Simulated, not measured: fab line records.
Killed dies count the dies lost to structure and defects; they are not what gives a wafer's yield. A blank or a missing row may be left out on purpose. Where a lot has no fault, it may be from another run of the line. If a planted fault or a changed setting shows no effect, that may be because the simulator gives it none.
Which tool did it?	flow gf180mcu	12 lots, 34 wafers sampled, at 5 steps of a route of 602

## WHAT THE GAUGES SHOWED, per wafer
GF_V2_BOW_MEAS_05.
lot	measured	on	V2_BOW (um)
L845	day 20 06:16	film-metro-02	111 109 99
L846	day 20 20:31	film-metro-01	99 100 110
L847	day 21 04:55	film-metro-03	95 90 96
L848	day 21 11:20	film-metro-03	94 83 98
L849	day 22 07:01	film-metro-02	94 106 92
L850	day 22 10:47	film-metro-02	91 100
L853	day 23 09:43	film-metro-01	94 97
L859	day 25 16:20	film-metro-03	85 100 99
L860	day 25 17:32	film-metro-03	105 115 92
L861	day 25 21:17	film-metro-02	101 98 104
L863	day 26 16:16	film-metro-01	107 98 104
L864	day 26 16:59	film-metro-03	107 109 110

GF_V4_THK_MEAS_03.
lot	measured	on	V4_CVD_02_THK (nm)
L845	day 24 16:50	film-metro-01	827 844 857
L846	day 24 20:22	film-metro-03	827 844 838
L847	day 25 04:02	film-metro-02	845 844 855
L848	day 25 16:32	film-metro-03	839 850 843
L849	day 26 04:11	film-metro-01	817 833 833
L850	day 26 15:11	film-metro-02	721 843
L853	day 27 12:39	film-metro-03	767 851
L859	day 29 06:45	film-metro-01	862 872 870
L860	day 29 08:50	film-metro-01	853 838 859
L861	day 29 10:58	film-metro-02	841 846 856
L863	day 30 04:14	film-metro-03	827 820 840
L864	day 30 06:00	film-metro-02	834 854 862

GF_V4_CD_MEAS_14: target cd 260 nm.
lot	measured	on	cd-nm (nm)
L845	day 25 14:28	cd-sem-01	260.0 259.8 258.5
L846	day 25 18:28	cd-sem-01	259.4 259.2 258.4
L847	day 26 02:01	cd-sem-01	261.5 260.9 260.2
L848	day 26 14:33	cd-sem-02	260.9 261.0 261.0
L849	day 27 01:00	cd-sem-02	259.4 261.6 260.9
L850	day 27 11:43	cd-sem-01	259.0 261.4
L853	day 28 09:16	cd-sem-02	262.0 260.6
L859	day 30 02:04	cd-sem-01	261.5 260.7 261.9
L860	day 30 03:59	cd-sem-02	259.4 261.6 261.9
L861	day 30 06:34	cd-sem-02	260.7 261.5 261.8
L863	day 30 22:24	cd-sem-02	259.8 261.0 261.1
L864	day 31 00:55	cd-sem-02	258.5 259.7 260.7

## TOOL THAT RAN EACH LOT (tool first, then ch and the chambers of the sampled wafers, then the start)
lot	GF_V4_CVD_02	GF_V4_CMP_04
L845	pecvd-02 ch 0,1, day 24 16:43	cmp-01 ch 0,2, day 24 16:56
L846	pecvd-02 ch 0,2, day 24 20:17	cmp-02 ch 0,1,3, day 24 21:03
L847	pecvd-03 ch 0,1,2, day 25 03:57	cmp-02 ch 0,1,2, day 25 04:11
L848	pecvd-04 ch 1,2, day 25 16:28	cmp-02 ch 0,2, day 25 16:57
L849	pecvd-03 ch 0,1, day 26 04:07	cmp-02 ch 0,1,3, day 26 04:18
L850	pecvd-03 ch 1,2, day 26 15:07	cmp-02 ch 3, day 26 15:17
L853	pecvd-03 ch 1,2, day 27 12:35	cmp-01 ch 0,1, day 27 12:41
L859	pecvd-02 ch 1,2, day 29 06:40	cmp-01 ch 0,1, day 29 06:47
L860	pecvd-02 ch 0,2, day 29 08:45	cmp-01 ch 0,1,3, day 29 08:59
L861	pecvd-02 ch 1,2, day 29 10:54	cmp-02 ch 1,2,3, day 29 11:02
L863	pecvd-04 ch 1,2, day 30 04:10	cmp-02 ch 1,3, day 30 04:21
L864	pecvd-04 ch 0,2, day 30 05:55	cmp-01 ch 1,2, day 30 06:28
- GF_V4_CVD_02: deposits SiO2 from TEOS, target thk 850 nm, time 94.851 s.
- GF_V4_CMP_04: polishes SiO2.

## AS READ BY THE TOOLS THEMSELVES (means over the sampled wafers that have a number; for cases with no such wafer, the mark the record gives instead)
GF_V4_CVD_02.
lot	tool	heater-power-w (W)
L845	pecvd-02	769
L846	pecvd-02	689
L847	pecvd-03	653
L848	pecvd-04	656
L849	pecvd-03	604
L850	pecvd-03	692
L853	pecvd-03	758
L859	pecvd-02	711
L860	pecvd-02	593
L861	pecvd-02	639
L863	pecvd-04	674
L864	pecvd-04	675

GF_V4_CMP_04.
lot	tool	motor-current-A (A)	time-to-endpoint-s (s)
L845	cmp-01	11.8	80
L846	cmp-02	12.0	73
L847	cmp-02	13.3	77
L848	cmp-02	12.9	78
L849	cmp-02	11.8	68
L850	cmp-02	10.4	50
L853	cmp-01	11.1	68
L859	cmp-01	10.9	88
L860	cmp-01	10.6	82
L861	cmp-02	12.7	81
L863	cmp-02	11.5	72
L864	cmp-01	10.2	84

## THE ANSWER, worked out from the rows above alone
Rule: usual is defined by the lots themselves. Put in order of their means at a reading, lots are off if they are a third of the lots or fewer, leave a main group of 4 or more, and stand apart from it by a gap of 3 or more times the standard deviation of the main group's means; of several such gaps the widest counts. If all means in a main group match to the digits the tables above print for the reading, that group is not used. Also off: a lot with no number at a reading for which 4 or more lots have one. The other lots that the step has rows for count as sound. The gauges are gone through in route order, then the tools' own readings, and for those a lot's mean is taken as printed above. The first step at which some lot is off is used, and at that step the reading that is off furthest; a lot without a number counts as furthest.
No lot is off at any reading shown: from this, nothing can be told.

## WHAT THE SIMULATOR PUT IN
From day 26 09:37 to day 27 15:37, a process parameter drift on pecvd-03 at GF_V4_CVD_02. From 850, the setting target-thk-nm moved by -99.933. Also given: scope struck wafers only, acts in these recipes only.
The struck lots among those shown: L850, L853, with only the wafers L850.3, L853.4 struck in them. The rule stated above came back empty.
